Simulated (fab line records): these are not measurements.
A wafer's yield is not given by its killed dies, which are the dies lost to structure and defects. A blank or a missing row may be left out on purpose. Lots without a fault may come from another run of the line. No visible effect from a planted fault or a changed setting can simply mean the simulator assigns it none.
Chamber matching / flow gf180mcu / GF_M5_ETCH_09 on rie diel-01 has 4 sister chambers
The step etches Si3N4 in CF4/O2, target depth 52 nm, time 11.6 s. 7 wafers are shown with their chamber, then 7 later ones without.

## WAFERS WITH THEIR CHAMBER
wafer=L474.2; chamber=2; drypump motor current A (A)=5.8; oes product au (a.u.)=1.014
wafer=L477.5; chamber=1; drypump motor current A (A)=5.7; oes product au (a.u.)=0.981
wafer=L482.2; chamber=1; drypump motor current A (A)=5.7; oes product au (a.u.)=0.984
wafer=L482.3; chamber=0; drypump motor current A (A)=6.0; oes product au (a.u.)=0.978
wafer=L482.6; chamber=3; drypump motor current A (A)=6.1; oes product au (a.u.)=0.991
wafer=L484.1; chamber=0; drypump motor current A (A)=6.0; oes product au (a.u.)=0.990
wafer=L484.2; chamber=3; drypump motor current A (A)=6.2; oes product au (a.u.)=0.981

## WAFERS WITH NO CHAMBER GIVEN
wafer=L484.4; drypump motor current A (A)=5.7; oes product au (a.u.)=0.984
wafer=L489.2; drypump motor current A (A)=5.8; oes product au (a.u.)=1.019
wafer=L489.3; drypump motor current A (A)=5.7; oes product au (a.u.)=1.003
wafer=L489.6; drypump motor current A (A)=5.7; oes product au (a.u.)=0.992
wafer=L492.1; drypump motor current A (A)=5.7; oes product au (a.u.)=0.999
wafer=L492.2; drypump motor current A (A)=6.2; oes product au (a.u.)=0.998
wafer=L492.4; drypump motor current A (A)=6.0; oes product au (a.u.)=1.000

## WHICH CHAMBER EACH WENT THROUGH
wafer=L484.4; from the rows above=1; in truth=1
wafer=L489.2; from the rows above=2; in truth=2
wafer=L489.3; from the rows above=can't be placed: 2 or 1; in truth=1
wafer=L489.6; from the rows above=1; in truth=1
wafer=L492.1; from the rows above=can't be placed: 1 or 2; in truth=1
wafer=L492.2; from the rows above=3; in truth=3
wafer=L492.4; from the rows above=can't be placed: 0 or 3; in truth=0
Placed correctly: 4 of 7. Unplaceable from these rows: 3, with the true chamber sitting among the candidates in 3. Placed wrongly: 0.
How it was worked out, from the rows above alone: a wafer's distance from a chamber is the root of the sum, over the readings, of the square of ((its reading less the chamber's mean) divided by the reading's scatter). If the next closest chamber is less than 2 further off than the closest, the wafer can't be placed; otherwise it belongs to the closest. The mean given for a chamber averages the wafers shown for that chamber. How the scatter is found: for the shown wafers, subtract from each reading the mean of its chamber, square and add these, divide the total by (wafers less chambers), then take the root.
